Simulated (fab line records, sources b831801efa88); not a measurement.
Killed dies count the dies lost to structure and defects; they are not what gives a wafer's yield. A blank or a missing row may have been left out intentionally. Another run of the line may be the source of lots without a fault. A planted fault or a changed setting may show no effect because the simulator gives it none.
Comparing a struck lot with a sound one ; flow sfq_line ; 13 out of 325 route steps
Sound: these wafers, L989.1, L989.4, L989.5. Wafers struck: L996.3, L996.4, L996.5. The cause is given at the end.
For every step that has rows: the tool of each side, followed by ch and its chambers, followed by its first start. Under that, the readings that differ: sound wafers ; struck wafers ; difference of the means ; sigmas: that difference in standard deviations of wafers without a fault.
alike: a reading whose means differ by less than 2 such deviations, as well as words and numbers matching on both sides. not compared: withheld readings; readings where some wafer has no value; bounds like >300 that might hide an equal value; numbers whose values overlap and for which the record gives no deviation.
The two part at a step that has a row with sigmas, a row that says differs or no value, or rows on one side only. Non-overlapping numbers with no deviation appear without sigmas and do not part them. A reading that every wafer of one side lacks parts them only if that side has two wafers or more.

SFQ_TRILAYER_I4_VIA_STRIP_STRIP_107: strips in O2.
  sound on rie_metal-04 ch 1, day 49 14:04; struck on rie_metal-04 ch 0,1, day 57 09:17
  alike: drypump_motor_current_A, oes_product_au
  not compared: rf_hours_counter_h
then, 2 steps without rows for these wafers: SFQ_TRILAYER_I4_VIA_STRIP_SOLV_CLEAN_108 (cleans in NMP, time 600 s); SFQ_TRILAYER_JJ_TRILAYER_DEP_PRE_CLEAN_113 (time 22.5 s).
SFQ_TRILAYER_JJ_TRILAYER_DEP_SPUTTER_109: material Nb, target thk 150 nm, time 100 s.
  sound on pvd_sputter-05 at day 49 15:29; struck on pvd_sputter-03 at day 57 09:53
  alike: throttle_valve_pct
SFQ_TRILAYER_JJ_TRILAYER_DEP_SPUTTER_110: material Al, target thk 8 nm, time 10 s.
  sound on pvd_sputter-05 at day 49 15:34; struck on pvd_sputter-03 at day 57 09:58
  alike: throttle_valve_pct
then, 1 step without rows for these wafers: SFQ_TRILAYER_JJ_TRILAYER_DEP_AL_OXIDATION_111 (oxidation time 600 s).
SFQ_TRILAYER_JJ_TRILAYER_DEP_SPUTTER_112: material Nb, target thk 170 nm, time 113.3 s.
  sound on pvd_sputter-05 at day 49 16:35; struck on pvd_sputter-03 at day 57 10:59
  alike: throttle_valve_pct
SFQ_JJ_RS_MEAS_929: measures by four-point-probe.
  sound on film_metro-03 at day 49 16:40; struck on film_metro-03 at day 57 11:06
  alike: JJ_NB_RS
then, 3 steps without rows for these wafers: SFQ_TRILAYER_JJ_CE_LITHO_COAT_119 (resist thk 62 nm); SFQ_TRILAYER_JJ_CE_LITHO_COAT_114 (resist thk 600 nm); SFQ_TRILAYER_JJ_CE_LITHO_SOFTBAKE_118.
-- the record jumps here: 3 days lie between the struck wafers' starts before and after --
SFQ_TRILAYER_JJ_CE_LITHO_EXPOSE_115: exposes mask J5, target cd 700 nm.
  struck on krf_scanner-01, day 60 17:59; sound on krf_scanner-01 ch 0, day 55 01:23
  no value came back on the struck wafers for exposure_dose_mJ_cm2, focus_offset_nm (nm); on the sound wafers exposure_dose_mJ_cm2 reads 14.382 14.389 14.385
  alike: mask
then, 1 step without rows for these wafers: SFQ_TRILAYER_JJ_CE_LITHO_PEB_117 (peb time 60 s).

## WHERE THEY PART
Within this record, at SFQ_TRILAYER_JJ_CE_LITHO_EXPOSE_115 only.

WHY: what the simulator had put in
Step skipped in full: krf_scanner-01, at SFQ_TRILAYER_JJ_CE_LITHO_EXPOSE_115, from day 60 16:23 onward. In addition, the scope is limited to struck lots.
